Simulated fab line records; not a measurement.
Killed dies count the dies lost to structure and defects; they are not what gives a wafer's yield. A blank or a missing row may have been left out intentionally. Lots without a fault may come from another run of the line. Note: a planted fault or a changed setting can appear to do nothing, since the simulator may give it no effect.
Split-lot study | flow sfq-line | route with 325 steps; 5 lots, 23 wafers read

## ABOUT THE SPLIT
At SFQ_TRILAYER_M3_LITHO_COAT_080 (resist thk 62 nm), the setting spin-rpm was moved away from the recipe's 3000 rpm on 7 of the 23 wafers read, by -5.9% to +6.4%. The other wafers ran this setting at the recipe's value.

The reading is taken at the split's own step.

## THE READING
BARC_of_TRILAYER_M3_LITHO_COAT_080.thk-nm (the simulator's own value, which no gauge read), in nm, at SFQ_TRILAYER_M3_LITHO_COAT_080 (resist thk 62 nm). The file gives no usual value for it. Here, 16 wafers ran the recipe; their average is 61.95 nm with a standard deviation of 0.14 nm.

wafer  | tool, chamber at the split | spin-rpm as run, rpm | against the recipe | BARC_of_TRILAYER_M3_LITHO_COAT_080.thk-nm, nm | against lot-mates on the recipe
L077.1 | litho-track-01, 0          | 3000                 | recipe             | 61.75                                         | -
L077.2 | litho-track-01, 0          | 2824                 | -5.9%              | 63.57                                         | +1.74
L077.4 | litho-track-01, 0          | 3000                 | recipe             | 61.91                                         | -
L077.5 | litho-track-01, 0          | 2824                 | -5.9%              | 63.79                                         | +1.96
L077.6 | litho-track-01, 0          | 3000                 | recipe             | 61.82                                         | -
L079.1 | litho-track-03, 0          | 3000                 | recipe             | 61.77                                         | -
L079.2 | litho-track-03, 0          | 2940                 | -2.0%              | 62.36                                         | +0.60
L079.3 | litho-track-03, 0          | 2940                 | -2.0%              | 62.38                                         | +0.62
L079.4 | litho-track-03, 0          | 2940                 | -2.0%              | 62.49                                         | +0.73
L079.6 | litho-track-03, 0          | 3000                 | recipe             | 61.75                                         | -
L080.1 | litho-track-04, 0          | 3000                 | recipe             | 61.86                                         | -
L080.2 | litho-track-04, 0          | 3000                 | recipe             | 61.96                                         | -
L080.3 | litho-track-04, 0          | 3193                 | +6.4%              | 60.04                                         | -1.82
L080.4 | litho-track-04, 0          | 3000                 | recipe             | 61.77                                         | -
L080.5 | litho-track-04, 0          | 3193                 | +6.4%              | 60                                            | -1.86
L081.1 | litho-track-01, 0          | 3000                 | recipe             | 62.12                                         | -
L081.4 | litho-track-01, 0          | 3000                 | recipe             | 62.18                                         | -
L081.5 | litho-track-01, 0          | 3000                 | recipe             | 62.14                                         | -
L085.2 | litho-track-03, 0          | 3000                 | recipe             | 62.01                                         | -
L085.3 | litho-track-03, 0          | 3000                 | recipe             | 62.05                                         | -
L085.4 | litho-track-03, 0          | 3000                 | recipe             | 62                                            | -
L085.5 | litho-track-03, 0          | 3000                 | recipe             | 62.02                                         | -
L085.6 | litho-track-03, 0          | 3000                 | recipe             | 62.07                                         | -

FIT RESULTS
A straight line over all 23 wafers: BARC_of_TRILAYER_M3_LITHO_COAT_080.thk-nm changes by -0.293 nm for each +1% of spin-rpm; r = -0.99; the points scatter about the line by 0.14 nm.
The same after taking each lot's own level away (the mean of its wafers on the recipe; 23 wafers): -0.301 nm for each +1%; r = -1.00; scatter 0.069 nm.
On that fit, the largest move of spin-rpm shifts the reading by 1.9 nm.
From 61.760 to 62.147 nm: that is the span of the lots' own levels, equal to 2.7 times the standard deviation above.
So the lot-to-lot level changes the slope little: the two slopes agree.
Check: with one of the wafers moved furthest among these (+6.4%) left out of the fit, the line predicts -1.96 nm for it against its lot-mates. Against them it came out at -1.82 nm.

## FURTHER SPLITS ON THESE WAFERS
These wafers also went through other splits before the reading. Each is held against what the fit with the lots' levels taken away leaves over:
other split on the same wafers          | wafers away from the commonest value | r with BARC_of_TRILAYER_M3_LITHO_COAT_080.thk-nm (lot level and that fit taken away)
SFQ_TRILAYER_M2_LITHO_COAT_057 spin-rpm | 4                                    | +0.38

## THE FILE'S OWN FIT
BARC_of_TRILAYER_M3_LITHO_COAT_080.thk-nm changes by -0.301 nm for each +1% of spin-rpm, r = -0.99.
